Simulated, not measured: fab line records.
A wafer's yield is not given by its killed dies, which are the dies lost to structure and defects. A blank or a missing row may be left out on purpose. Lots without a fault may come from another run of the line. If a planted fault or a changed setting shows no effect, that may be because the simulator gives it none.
One fault through the eyes of 2 desks / flow sky130 / each desk has only its own numbers; what lay behind them comes last

== DESK OF THE TOOL OWNER: furnace-01 ==
The tool's own readings at SKY_GATE_OXIDE_OXIDATION_16 (stabilise 600 s, purge 300 s, target thk 3.57 nm): means of the sampled wafers that have a number, for each lot that ran on this tool. A lot is out of limits, marked OUT, if its mean lies more than 4 standard deviations from the usual mean; the brackets give that distance.
Columns: A = spike tc bottom C at SKY_GATE_OXIDE_OXIDATION_16, usual 817.1 C; B = spike tc centre C at SKY_GATE_OXIDE_OXIDATION_16, usual 800.3 C; C = spike tc lower C at SKY_GATE_OXIDE_OXIDATION_16, usual 799.8 C; D = spike tc upper C at SKY_GATE_OXIDE_OXIDATION_16, usual 799.4 C; E = tube center temp C at SKY_GATE_OXIDE_OXIDATION_16, usual 800 C; F = tube_center_temp_C_max at SKY_GATE_OXIDE_OXIDATION_16, usual 802.0; G = zone power top pct at SKY_GATE_OXIDE_OXIDATION_16, usual 28 %
lot=L427; first seen here=day 17 21:43; A=821.5; B=806.0; C=805.5 (+5.2) OUT; D=805.3 (+6.2) OUT; E=806 (+93) OUT; F=808.4 (+21) OUT; G=32
lot=L428; first seen here=day 18 06:40; A=821.4; B=806.6; C=806.0 (+5.6) OUT; D=805.8 (+6.7) OUT; E=806 (+92) OUT; F=808.2 (+20) OUT; G=32
lot=L438; first seen here=day 21 12:44; A=814.8; B=797.8; C=799.9; D=798.4; E=800; F=801.9; G=31
lot=L439; first seen here=day 21 16:52; A=817.0; B=799.8; C=799.5; D=799.5; E=800; F=801.7; G=31
This desk finds L427, L428 out of limits, L427 being first, at day 17 21:43 (spike tc lower C at SKY_GATE_OXIDE_OXIDATION_16). L438, L439: within limits.

== FROM THE METROLOGY DESK ==
Lot by lot, what the gauges showed, no matter which tool ran the lot: averages of those sampled wafers that carry a number. A lot is out of limits, marked OUT, if its mean lies more than 4 standard deviations from the usual mean; the brackets give that distance.
Columns: A = LOCAL_INTERCONNECT_TIN_THK at SKY_LOCAL_INTERCONNECT_THK_MEAS_02, usual 99.7 nm
lot=L417; first seen here=day 29 05:48; A=99.1
lot=L418; first seen here=day 29 12:42; A=100.2
lot=L421; first seen here=day 30 14:19; A=100.7
lot=L427; first seen here=day 33 03:38; A=99.2
lot=L428; first seen here=day 33 13:52; A=99.6
lot=L431; first seen here=day 34 00:00; A=101.0
lot=L438; first seen here=day 36 04:14; A=100.3
lot=L439; first seen here=day 36 06:48; A=101.1
lot=L440; first seen here=day 36 21:31; A=99.1
This desk's finding: nothing out of limits on any of the 9 lots.

== BROUGHT TOGETHER ==
The tool owner's desk could have raised an alarm at day 17 21:43, on L427, L428.
From the metrology desk's view, nothing was out of limits.
The metrology desk has L427, L428 on record, within its limits.
SKY_GATE_OXIDE_OXIDATION_16 was run on furnace-01 by each of the lots named.

== WHAT HAD BEEN PUT IN BY THE SIMULATOR ==
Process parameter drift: furnace-01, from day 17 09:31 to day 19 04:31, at SKY_GATE_OXIDE_OXIDATION_16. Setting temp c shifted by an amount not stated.
Lots struck among those shown: L427, L428.
Delay in hours, fault start to first out-of-limits reading, by desk: the tool owner's desk at 12.
